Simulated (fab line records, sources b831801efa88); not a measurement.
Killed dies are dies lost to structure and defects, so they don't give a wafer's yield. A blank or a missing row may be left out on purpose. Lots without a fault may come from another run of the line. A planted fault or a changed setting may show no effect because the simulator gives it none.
Chamber matching | flow sky130 | SKY_PASSIVATION_CVD_02 on pecvd-02: 3 sister chambers
The step deposits Si3N4, target thk 540 nm. 6 wafers are shown with their chamber, then 7 later ones without.

WAFERS WITH THEIR CHAMBER
wafer  | chamber | heater_power_w (W) | heater_power_outer_w (W)
L809.6 | 2       | 760                | 454
L811.4 | 1       | 1079               | 651
L812.1 | 2       | 786                | 485
L812.5 | 0       | 673                | 373
L818.1 | 0       | 631                | 331
L818.2 | 1       | 974                | 581

WAFERS WITHOUT THEIR CHAMBER
wafer  | heater_power_w (W) | heater_power_outer_w (W)
L818.3 | 807                | 465
L829.1 | 788                | 458
L829.3 | 641                | 367
L829.4 | 675                | 366
L830.1 | 1046               | 620
L830.2 | 658                | 370
L830.4 | 694                | 392

WHICH CHAMBER EACH WENT THROUGH
wafer  | from the rows above     | in truth
L818.3 | 2                       | 2
L829.1 | 2                       | 2
L829.3 | 0                       | 0
L829.4 | 0                       | 0
L830.1 | 1                       | 1
L830.2 | 0                       | 0
L830.4 | can't be placed: 0 or 2 | 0
Placed correctly: 6 of 7. Can't be placed from these rows: 1 (the true chamber is among the candidates in 1). Placed wrongly: 0.
How it was worked out, from the rows above alone: a wafer's distance from a chamber is the root of the sum, over the readings, of the square of ((its reading less the chamber's mean) divided by the reading's scatter). The wafer belongs to the nearest chamber; if the next one is less than 2 further off, it can't be placed. A chamber's mean is the mean of its shown wafers. The scatter: the root of (the sum of the squares of (reading less its chamber's mean) over the shown wafers, divided by (wafers less chambers)).
